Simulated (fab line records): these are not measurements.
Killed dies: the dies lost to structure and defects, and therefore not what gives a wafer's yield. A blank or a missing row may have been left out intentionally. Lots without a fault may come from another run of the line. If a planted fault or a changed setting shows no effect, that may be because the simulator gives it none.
Code-filled problem report in 8D (eight disciplines) form | flow sky130 | the parts of the form that need people (team, actions taken, sign-off) are left out

== 1. THE ISSUE ==
Mean of killed_at_front_end at SKY_PAD_OPEN_PROBE_99: 67 across 9 wafers in 3 lots; on wafers with no fault it is 15 (standard deviation 4.3). That is +12 standard deviations from the usual mean.
First seen on wafer L593.2, day 47 16:52, on prober-01. At this step, 12 wafers from 4 lots have a number in the record. Rule for "out" (also "out of limits"): further than 4 standard deviations from the usual mean. The rest of the wafers with a number are treated as sound.

== 2. WHAT IT IS; WHAT IT IS NOT ==
question                    | is                     | is not
which readings at this step | killed_at_front_end    | killed_at_M0_to_M3, killed_at_M4_up, killed_at_contacts, killed_at_other, killed_open, killed_short
which lots                  | L593, L594, L595       | L592
which wafers of those lots  | all that have a number | -
read on which tools         | prober-01, prober-02   | -
when                        | from day 47 16:52      | up to then (3 sound wafers)

== 3. SUSPECTS, AND WHAT RULES EACH OUT ==
Counting: a tool at a process step up to the reading stays a suspect if it ran every lot that is out and no sound lot after the first of them.
- lpcvd-01 at SKY_POLY_GATE_CVD_00 (deposits poly-Si, target thk 180 nm, time 720 s): kept. It processed each lot that is out, first L593 at day 16 12:50, and no sound lot thereafter; up to then, the last sound lot it processed was L592 at day 16 05:39.
- plasma_asher-03 at SKY_METAL4_STRIP_19 (strips in O2/N2): kept. It ran every lot that is out, first L593 (day 43 23:12), and no sound lot after that.
After counting, lpcvd-01 at SKY_POLY_GATE_CVD_00 and plasma_asher-03 at SKY_METAL4_STRIP_19 remain.

== 4. THE CAUSE (what the simulator had put in) ==
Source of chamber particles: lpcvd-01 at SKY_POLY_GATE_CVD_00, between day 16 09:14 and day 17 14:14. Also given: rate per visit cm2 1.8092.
This tool is one of the 2 suspects left after counting.

== 5. THE CHAIN OF EFFECTS, in route order ==
Rows list readings where the struck wafers' mean (over those with a number) sits beyond 3 standard deviations from the usual. Scope: only readings with a usual standard deviation given in the record; hours: median across lots of the time from each lot's start at the first step in this table that gives one to its start at this step; sigmas: change in usual standard deviations.
hours | step                  | reading             | usual | on struck wafers | change | sigmas
0     | SKY_PAD_OPEN_PROBE_99 | killed_at_front_end | 15    | 67               | +52    | +12
0     | SKY_PAD_OPEN_PROBE_99 | killed_dies         | 85    | 133              | +48    | +5.0
Its process steps:
- SKY_PAD_OPEN_PROBE_99

== 6. WHAT WOULD HAVE CAUGHT IT SOONER ==
In this record no reading fell out of limits until day 47 16:52, 752 hours after the fault had begun at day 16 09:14.
Of the tool readings at SKY_POLY_GATE_CVD_00 for which the record gives a usual standard deviation, none was out on any struck wafer, so an alarm limit of 4 standard deviations on them would not have fired.
The start of SKY_POLY_GATE_CVD_00 on lpcvd-01 came by day 47 16:52 for every one of the lots that are out (3). Had the tool been put on hold then, not one of them would have been saved.
